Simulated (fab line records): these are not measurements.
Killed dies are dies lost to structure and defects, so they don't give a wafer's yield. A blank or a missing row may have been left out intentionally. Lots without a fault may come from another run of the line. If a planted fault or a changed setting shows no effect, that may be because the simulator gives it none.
Which tool did it? | flow gf180mcu | Sampling: 13 lots, 39 wafers, 4 of 602 route steps

== WHAT THE GAUGES READ, wafer by wafer ==
GF_VT_IMPLANT_RS_MEAS_47: measurement is done with a four-point probe.
lot  | measured     | on            | NWELL_RS (ohm/sq)
L289 | day 7 12:32  | film_metro-02 | 486.1 484.6 485.0
L290 | day 7 20:10  | film_metro-02 | 483.4 484.8 483.9
L291 | day 8 01:22  | film_metro-04 | 488.6 487.0 487.3
L292 | day 8 09:52  | film_metro-04 | 486.8 485.8 485.4
L293 | day 8 16:36  | film_metro-04 | 485.7 485.4 485.7
L294 | day 8 22:40  | film_metro-04 | 487.0 486.6 487.4
L295 | day 9 08:10  | film_metro-02 | 484.5 483.4 483.7
L296 | day 9 11:37  | film_metro-02 | 485.7 487.0 485.7
L297 | day 9 19:40  | film_metro-04 | 486.1 486.2 484.5
L299 | day 10 07:44 | film_metro-03 | 486.5 486.8 485.1
L300 | day 10 17:16 | film_metro-04 | 487.3 487.0 487.3
L311 | day 13 18:39 | film_metro-04 | 487.1 487.2 488.4
L312 | day 14 04:01 | film_metro-04 | 482.4 486.1 485.6

GF_HV_LDD_OVL_MEAS_08.
lot  | measured     | on         | HV_LDD_OVL (nm)
L289 | day 9 23:20  | overlay-02 | 1.3 1.8 2.2
L290 | day 10 05:55 | overlay-02 | 1.0 0.8 2.3
L291 | day 10 12:25 | overlay-02 | 0.0 -1.7 -2.3
L292 | day 10 20:01 | overlay-02 | 0.9 3.6 1.9
L293 | day 11 07:32 | overlay-01 | -0.6 0.3 0.4
L294 | day 11 11:29 | overlay-02 | 0.0 -0.3 0.5
L295 | day 11 20:17 | overlay-02 | 3.3 3.0 1.0
L296 | day 12 07:25 | overlay-01 | 0.2 0.0 -1.3
L297 | day 12 12:38 | overlay-01 | 1.0 2.1 1.5
L299 | day 13 01:10 | overlay-01 | 0.4 -0.5 1.0
L300 | day 13 11:02 | overlay-01 | 0.6 -1.8 1.2
L311 | day 16 19:00 | overlay-02 | -1.6 0.0 0.5
L312 | day 17 06:18 | overlay-01 | 0.6 -0.1 -1.3

== EACH LOT AND THE TOOL THAT RAN IT (in order: tool; ch and the chambers of the sampled wafers; start) ==
lot  | GF_MVPSD_STRIP_10                    | GF_POLY_GATE_ETCH_13
L289 | plasma_asher-01 ch 0, day 5 00:23    | rie_si-02 ch 0,1,3, day 9 04:55
L290 | plasma_asher-02 ch 0,1, day 5 07:29  | rie_si-02 ch 0,2,3, day 9 11:16
L291 | plasma_asher-01 ch 0,1, day 5 11:14  | rie_si-02 ch 0,2,3, day 9 17:13
L292 | plasma_asher-04 ch 0,1, day 5 19:22  | rie_si-01 ch 0,1,3, day 10 01:01
L293 | plasma_asher-04 ch 0,1, day 6 01:10  | rie_si-01 ch 1,2,3, day 10 09:17
L294 | plasma_asher-02 ch 1, day 6 06:43    | rie_si-01 ch 0,2,3, day 10 15:19
L295 | plasma_asher-01 ch 0,1, day 6 15:16  | rie_si-02 ch 0,2, day 11 00:07
L296 | plasma_asher-01 ch 0,1, day 6 17:56  | rie_si-01 ch 0,1,2, day 11 10:07
L297 | plasma_asher-01 ch 0,1, day 7 01:10  | rie_si-01 ch 0,2,3, day 11 14:56
L299 | plasma_asher-04 ch 0,1, day 7 11:04  | rie_si-01 ch 1,2,3, day 12 03:37
L300 | plasma_asher-02 ch 0,1, day 7 19:55  | rie_si-02 ch 1,2,3, day 12 13:19
L311 | plasma_asher-02 ch 0,1, day 10 12:23 | rie_si-02 ch 0,2, day 15 19:31
L312 | plasma_asher-02 ch 0, day 10 19:53   | rie_si-02 ch 0,3, day 16 06:10
- GF_MVPSD_STRIP_10: strips in O2/N2.
- GF_POLY_GATE_ETCH_13: etches poly-Si in HBr/Cl2, stops on SiO2, target depth 198.5 nm, time 69.6 s.

== AS READ BY THE TOOLS THEMSELVES (means over the sampled wafers that have a number; for cases with no such wafer, the mark the record gives instead) ==
GF_MVPSD_STRIP_10.
lot  | tool            | drypump_motor_current_A (A) | heater_power_w (W) | oes_product_au (a.u.) | strip_time_to_endpoint_s (s)
L289 | plasma_asher-01 | 6.03                        | 382                | 0.721                 | 36.93
L290 | plasma_asher-02 | 6.05                        | 312                | 0.724                 | 36.99
L291 | plasma_asher-01 | 5.68                        | 361                | 0.721                 | 36.96
L292 | plasma_asher-04 | 5.64                        | 312                | 0.725                 | 36.92
L293 | plasma_asher-04 | 5.53                        | 298                | 0.724                 | 36.98
L294 | plasma_asher-02 | 5.85                        | 255                | 0.723                 | 36.94
L295 | plasma_asher-01 | 5.67                        | 363                | 0.723                 | 36.78
L296 | plasma_asher-01 | 5.89                        | 369                | 0.723                 | 37.01
L297 | plasma_asher-01 | 5.90                        | 370                | 0.723                 | 36.97
L299 | plasma_asher-04 | 5.52                        | 306                | 0.722                 | 36.84
L300 | plasma_asher-02 | 6.04                        | 303                | 0.722                 | 37.02
L311 | plasma_asher-02 | 5.95                        | 281                | 0.725                 | 36.93
L312 | plasma_asher-02 | 6.18                        | 321                | 0.725                 | 37.16

GF_POLY_GATE_ETCH_13.
lot  | tool      | bias_w (W) | drypump_motor_current_A (A) | oes_product_au (a.u.) | throttle_valve_pct (%)
L289 | rie_si-02 | 100.29     | 6.0                         | 0.990                 | 33.687
L290 | rie_si-02 | 100.31     | 6.0                         | 0.986                 | 33.686
L291 | rie_si-02 | 99.91      | 6.1                         | 0.997                 | 33.692
L292 | rie_si-01 | 100.23     | 6.2                         | 1.000                 | 33.680
L293 | rie_si-01 | 99.99      | 6.1                         | 0.992                 | 33.680
L294 | rie_si-01 | 99.67      | 5.8                         | 0.989                 | 33.686
L295 | rie_si-02 | 99.90      | 6.1                         | 0.990                 | 33.693
L296 | rie_si-01 | 99.77      | 6.0                         | 0.989                 | 33.685
L297 | rie_si-01 | 100.09     | 5.8                         | 1.003                 | 33.682
L299 | rie_si-01 | 99.99      | 6.1                         | 1.002                 | 33.687
L300 | rie_si-02 | 99.96      | 5.7                         | 0.995                 | 33.684
L311 | rie_si-02 | 109.99     | 6.4                         | 0.990                 | 33.695
L312 | rie_si-02 | 109.81     | 5.9                         | 0.994                 | 33.683

== THE ANSWER, worked out from the rows above alone ==
Rule: what is usual is taken from the lots themselves. The widest of any qualifying gaps counts: lots, ordered by their means at a reading, are off when they make up no more than a third of the lots, leave a main group of 4 or more, and stand apart from it by 3 or more times the standard deviation of that group's means. A main group is skipped when, at the precision printed for the reading in the tables above, its means are all equal. A lot without any number at a reading at which 4 lots or more have one is off too. All remaining lots with rows at the step are treated as sound. The gauges are gone through in route order, then the tools' own readings, and for those a lot's mean is taken as printed above. At the first step where some lot is off, the reading lying furthest off is the one used; lots without a number count as furthest.
Off: L311, L312, at GF_POLY_GATE_ETCH_13 (bias_w). The main group: mean 100.01 W, standard deviation 0.2.
If a tool, at that step or one of the process steps before it, ran each lot that is off and ran no sound lot following the first of them, it fits. Undecided on this evidence; 2 tools fit (plasma_asher-02 at GF_MVPSD_STRIP_10, rie_si-02 at GF_POLY_GATE_ETCH_13).

== WHAT HAD BEEN PUT IN BY THE SIMULATOR ==
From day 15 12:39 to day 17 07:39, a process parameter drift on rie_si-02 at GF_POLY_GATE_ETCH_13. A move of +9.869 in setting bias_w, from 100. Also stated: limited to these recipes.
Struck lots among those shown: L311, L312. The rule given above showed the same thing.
